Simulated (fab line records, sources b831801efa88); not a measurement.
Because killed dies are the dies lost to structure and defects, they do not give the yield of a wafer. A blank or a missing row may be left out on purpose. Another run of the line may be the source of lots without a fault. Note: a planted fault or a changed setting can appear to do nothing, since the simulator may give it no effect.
Which tool is to blame?	flow gf180mcu	Sampling: 24 lots, 72 wafers, 5 of 602 route steps

## WHAT EACH GAUGE READ, for each wafer
GF_STI_THK_MEAS_02.
lot	measured	on	STI_OXIDATION_THK (nm)
L074	day 1 12:13	film_metro-03	10.35 10.22 10.34
L075	day 1 17:05	film_metro-04	10.19 10.45 10.29
L076	day 1 21:31	film_metro-03	10.14 10.07 9.91
L077	day 2 02:31	film_metro-03	10.18 10.31 10.16
L078	day 2 07:56	film_metro-03	9.99 10.09 10.10
L079	day 2 12:58	film_metro-03	10.01 10.18 10.13
L080	day 2 17:32	film_metro-04	10.06 10.25 10.13
L081	day 2 22:31	film_metro-01	10.11 10.08 9.98
L082	day 3 03:31	film_metro-03	10.12 10.17 10.28
L083	day 3 08:31	film_metro-04	10.03 10.01 10.05
L084	day 3 14:47	film_metro-01	10.11 10.13 10.09
L085	day 3 22:56	film_metro-03	9.84 9.98 10.06
L086	day 4 02:53	film_metro-01	10.00 10.20 9.98
L087	day 4 09:35	film_metro-04	10.09 10.12 10.06
L088	day 4 09:35	film_metro-03	10.10 10.12 10.32
L089	day 4 16:17	film_metro-04	9.81 9.85 9.78
L090	day 4 20:19	film_metro-01	9.93 9.95 9.96
L091	day 5 04:20	film_metro-01	9.89 9.89 9.93
L092	day 5 08:23	film_metro-04	9.98 10.12 9.98
L093	day 5 15:00	film_metro-01	10.13 9.91 10.00
L094	day 5 20:44	film_metro-03	10.17 9.87 10.06
L095	day 5 20:44	film_metro-04	10.01 10.03 10.10
L096	day 6 02:17	film_metro-01	10.13 10.12 10.25
L097	day 6 06:31	film_metro-01	9.85 9.86 10.03

GF_MVPSD_OVL_MEAS_07.
lot	measured	on	MVPSD_OVL (nm)
L074	day 5 01:08	overlay-01	-0.7 -1.8 0.1
L075	day 5 03:13	overlay-01	-1.5 -1.4 -2.3
L076	day 5 11:34	overlay-02	0.0 0.3 1.8
L077	day 5 15:43	overlay-02	-1.0 0.9 0.8
L078	day 5 18:55	overlay-01	-2.6 -0.3 -3.4
L079	day 6 04:22	overlay-02	0.0 0.1 0.0
L080	day 6 12:25	overlay-01	-0.1 -0.2 0.4
L081	day 6 23:16	overlay-01	-2.1 -2.8 -0.1
L082	day 7 07:13	overlay-02	1.2 0.6 0.3
L083	day 7 07:34	overlay-02	1.1 0.6 0.3
L084	day 7 18:58	overlay-02	0.9 -0.8 -1.0
L085	day 8 01:37	overlay-02	0.1 -2.7 0.0
L086	day 8 06:52	overlay-02	-0.6 -0.2 -1.5
L087	day 8 17:25	overlay-02	0.5 0.4 0.5
L088	day 8 17:04	overlay-02	-1.8 -0.3 -1.0
L089	day 9 04:34	overlay-01	-1.8 -0.7 -1.1
L090	day 9 03:07	overlay-02	-1.8 -2.5 -0.2
L091	day 9 09:22	overlay-01	-1.6 -0.8 -2.2
L092	day 9 14:18	overlay-01	1.2 0.7 1.0
L093	day 9 21:57	overlay-02	-0.7 0.2 -0.7
L094	day 10 04:10	overlay-02	-0.7 -2.4 -1.0
L095	day 10 05:58	overlay-02	1.6 -2.2 0.1
L096	day 10 12:55	overlay-01	-0.7 -1.5 -1.7
L097	day 10 19:21	overlay-02	-0.2 0.8 -1.5

GF_HV_LDD_CD_MEAS_19: the cd target is 400 nm.
lot	measured	on	cd_nm (nm)
L074	day 10 23:34	cd_sem-01	403.3 401.7 402.2
L075	day 10 23:49	cd_sem-02	401.1 402.1 400.5
L076	day 11 05:40	cd_sem-01	400.7 401.4 398.1
L077	day 11 10:08	cd_sem-02	401.4 400.2 401.1
L078	day 11 16:22	cd_sem-02	399.3 398.9 400.1
L079	day 12 06:13	cd_sem-01	399.4 400.8 400.1
L080	day 12 14:14	cd_sem-02	401.6 402.0 401.2
L081	day 13 01:43	cd_sem-01	402.1 401.9 400.9
L082	day 13 14:17	cd_sem-02	400.3 400.3 401.6
L083	day 13 15:58	cd_sem-02	402.0 400.8 401.3
L084	day 14 03:18	cd_sem-02	399.0 398.7 401.0
L085	day 14 15:42	cd_sem-02	401.5 400.5 400.6
L086	day 14 21:32	cd_sem-01	397.9 399.1 398.9
L087	day 15 08:42	cd_sem-02	401.0 399.5 399.8
L088	day 15 11:45	cd_sem-02	399.9 400.7 402.6
L089	day 16 01:42	cd_sem-01	399.4 403.3 401.5
L090	day 15 21:09	cd_sem-01	399.5 400.5 400.9
L091	day 16 04:58	cd_sem-01	398.4 397.9 400.6
L092	day 16 17:06	cd_sem-02	397.4 398.0 398.2
L093	day 17 00:30	cd_sem-01	401.2 401.0 402.7
L094	day 17 04:21	cd_sem-02	398.1 397.9 398.8
L095	day 17 08:09	cd_sem-02	401.4 403.6 400.6
L096	day 17 20:34	cd_sem-01	395.8 398.1 397.1
L097	day 18 04:30	cd_sem-02	402.8 402.8 403.9

GF_HV_LDD_OVL_MEAS_20.
lot	measured	on	HV_LDD_01_OVL (nm)
L074	day 10 23:38	overlay-01	-1.5 -2.2 -1.4
L075	day 10 23:56	overlay-01	0.0 -0.6 -0.1
L076	day 11 05:47	overlay-02	-1.1 -0.8 -0.7
L077	day 11 10:14	overlay-01	0.2 -0.8 -0.7
L078	day 11 16:29	overlay-01	-0.1 -0.3 -0.9
L079	day 12 06:20	overlay-01	-0.3 -0.2 -1.5
L080	day 12 14:20	overlay-01	-1.5 -4.1 -2.6
L081	day 13 01:50	overlay-02	-1.3 -0.7 -0.6
L082	day 13 14:23	overlay-01	-1.2 -1.2 -2.1
L083	day 13 16:05	overlay-02	0.9 -0.7 0.5
L084	day 14 03:25	overlay-01	1.2 1.0 0.4
L085	day 14 15:49	overlay-01	1.3 2.4 0.9
L086	day 14 21:38	overlay-02	-0.4 -1.1 -0.7
L087	day 15 08:49	overlay-01	-0.9 -0.3 -1.0
L088	day 15 11:52	overlay-01	-1.5 -1.1 0.2
L089	day 16 01:49	overlay-02	-4.1 -1.5 -0.4
L090	day 15 21:16	overlay-02	0.7 0.2 -2.8
L091	day 16 05:05	overlay-01	-1.4 -2.2 -0.4
L092	day 16 17:13	overlay-02	-0.9 -1.7 2.4
L093	day 17 00:37	overlay-01	-1.0 0.8 2.5
L094	day 17 04:28	overlay-02	-3.4 -0.9 -3.0
L095	day 17 08:16	overlay-01	-0.5 0.4 -0.4
L096	day 17 20:40	overlay-01	0.1 0.4 -0.1
L097	day 18 04:37	overlay-02	0.9 0.2 0.6

## WHICH TOOL RAN EACH LOT (tool, then ch and the chambers of the sampled wafers, then the start)
lot	GF_VT_IMPLANT_STRIP_42
L074	plasma_asher-03 ch 0,1, day 7 12:02
L075	plasma_asher-01 ch 0,1, day 7 14:05
L076	plasma_asher-03 ch 0,1, day 7 23:32
L077	plasma_asher-01 ch 0, day 8 05:00
L078	plasma_asher-01 ch 0,1, day 8 08:30
L079	plasma_asher-02 ch 0,1, day 8 19:50
L080	plasma_asher-02 ch 0,1, day 9 05:05
L081	plasma_asher-02 ch 0,1, day 9 16:26
L082	plasma_asher-01 ch 0,1, day 10 02:05
L083	plasma_asher-03 ch 0,1, day 10 03:21
L084	plasma_asher-03 ch 0,1, day 10 15:50
L085	plasma_asher-01 ch 0,1, day 10 22:47
L086	plasma_asher-02 ch 0,1, day 11 05:01
L087	plasma_asher-03 ch 0,1, day 11 17:20
L088	plasma_asher-03 ch 0,1, day 11 16:14
L089	plasma_asher-03 ch 0,1, day 12 05:32
L090	plasma_asher-03 ch 0,1, day 12 04:09
L091	plasma_asher-01 ch 0, day 12 09:53
L092	plasma_asher-02 ch 0,1, day 12 16:11
L093	plasma_asher-02 ch 0,1, day 13 00:17
L094	plasma_asher-01 ch 1, day 13 07:33
L095	plasma_asher-03 ch 0,1, day 13 10:20
L096	plasma_asher-01 ch 0,1, day 13 17:38
L097	plasma_asher-02 ch 0,1, day 14 01:11
- GF_VT_IMPLANT_STRIP_42: strips in O2/N2.

## WHAT THE TOOLS THEMSELVES READ (means of the sampled wafers that have a number; where no wafer has one, the mark that the record gives instead)
GF_VT_IMPLANT_STRIP_42.
lot	tool	drypump_motor_current_A (A)	heater_power_w (W)	oes_product_au (a.u.)	strip_time_to_endpoint_s (s)
L074	plasma_asher-03	4.9	317	0.714	12.61
L075	plasma_asher-01	5.9	350	0.714	12.66
L076	plasma_asher-03	4.9	316	0.718	12.74
L077	plasma_asher-01	5.6	350	0.709	12.63
L078	plasma_asher-01	5.8	345	0.715	12.63
L079	plasma_asher-02	5.5	351	0.712	12.68
L080	plasma_asher-02	5.7	333	0.717	12.68
L081	plasma_asher-02	5.8	329	0.722	12.65
L082	plasma_asher-01	5.8	342	0.716	12.69
L083	plasma_asher-03	4.8	319	0.718	12.63
L084	plasma_asher-03	4.8	310	0.716	12.58
L085	plasma_asher-01	5.9	350	0.715	12.72
L086	plasma_asher-02	5.5	341	0.712	12.63
L087	plasma_asher-03	5.0	315	0.717	12.64
L088	plasma_asher-03	4.8	318	0.714	12.71
L089	plasma_asher-03	5.0	315	0.717	12.61
L090	plasma_asher-03	5.0	310	0.714	12.65
L091	plasma_asher-01	5.6	345	0.716	12.69
L092	plasma_asher-02	5.7	334	0.714	12.63
L093	plasma_asher-02	5.7	336	0.720	12.64
L094	plasma_asher-01	6.1	349	0.714	12.68
L095	plasma_asher-03	5.0	307	0.721	12.61
L096	plasma_asher-01	5.9	345	0.717	12.73
L097	plasma_asher-02	5.5	343	0.718	12.64

## THE ANSWER, worked out from the rows above alone
Rule: what is usual is taken from the lots themselves. Put in order of their means at a reading, lots are off if they are a third of the lots or fewer, leave a main group of 4 or more, and stand apart from it by a gap of 3 or more times the standard deviation of the main group's means; of several such gaps the widest counts. If all means in a main group match to the digits the tables above print for the reading, that group is not used. A lot without any number at a reading at which 4 lots or more have one is off too. The other lots that the step has rows for count as sound. After the gauges, taken in route order, come the tools' own readings; for these a lot's mean is taken, as printed above. The first step at which some lot is off is used, and at that step the reading that is off furthest; a lot without a number counts as furthest.
No lot is off on any of the readings shown, so nothing can be concluded from this.

## WHAT THE SIMULATOR PUT IN
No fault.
